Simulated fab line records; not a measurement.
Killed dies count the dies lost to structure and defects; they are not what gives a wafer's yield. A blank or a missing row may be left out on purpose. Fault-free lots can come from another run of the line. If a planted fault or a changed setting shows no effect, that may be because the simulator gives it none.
Matching of chambers + flow gf180mcu + GF_CONTACT_CVD_02 on pecvd-01: 3 sister chambers
The step deposits SiO2 from TEOS, target thk 860 nm, time 95.992 s. 16 wafers are shown with their chamber, then 8 later ones without.

## EACH WAFER AND ITS CHAMBER
| wafer  | chamber | heaterPowerW (W) |
|--------|---------|------------------|
| L075.1 | 1       | 601              |
| L075.3 | 2       | 657              |
| L075.5 | 0       | 443              |
| L076.1 | 1       | 649              |
| L076.2 | 2       | 809              |
| L076.3 | 0       | 503              |
| L076.4 | 1       | 697              |
| L076.5 | 0       | 515              |
| L076.6 | 2       | 639              |
| L077.1 | 1       | 607              |
| L077.2 | 2       | 811              |
| L077.4 | 2       | 661              |
| L079.1 | 1       | 665              |
| L079.4 | 2       | 792              |
| L079.6 | 1       | 681              |
| L085.1 | 0       | 527              |

SIGNATURES, as means of the wafers listed above
| reading      | chamber 0 | chamber 1 | chamber 2 | scatter within a chamber |
|--------------|-----------|-----------|-----------|--------------------------|
| heaterPowerW | 497.00    | 650.00    | 728.17    | 60                       |
Rule: a wafer lies at a distance from a chamber equal to the root of the sum of squares, over the readings, of (its reading less the chamber's mean, divided by the reading's scatter). The wafer belongs to the nearest chamber; if the next one is less than 2 further off, it can't be placed. How the scatter is found: for the shown wafers, subtract from each reading the mean of its chamber, square and add these, divide the total by (wafers less chambers), then take the root.

## WAFERS MISSING THEIR CHAMBER
| wafer  | heaterPowerW (W) |
|--------|------------------|
| L085.2 | 795              |
| L085.5 | 550              |
| L087.1 | 677              |
| L087.3 | 605              |
| L087.4 | 555              |
| L092.2 | 477              |
| L092.3 | 805              |
| L092.5 | 699              |

## WHICH CHAMBER EACH ONE RAN IN
| wafer  | from the rows above          | in truth |
|--------|------------------------------|----------|
| L085.2 | can't be placed: 2 or 1      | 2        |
| L085.5 | can't be placed: 0 or 1      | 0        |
| L087.1 | can't be placed: 1 or 2      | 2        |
| L087.3 | can't be placed: 1 or 0 or 2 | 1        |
| L087.4 | can't be placed: 0 or 1 or 2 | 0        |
| L092.2 | 0                            | 0        |
| L092.3 | can't be placed: 2 or 1      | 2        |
| L092.5 | can't be placed: 2 or 1      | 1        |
1 of 8 placed correctly. These rows do not allow placing 7 (true chamber among the candidates in 7). Number placed wrongly: 0.
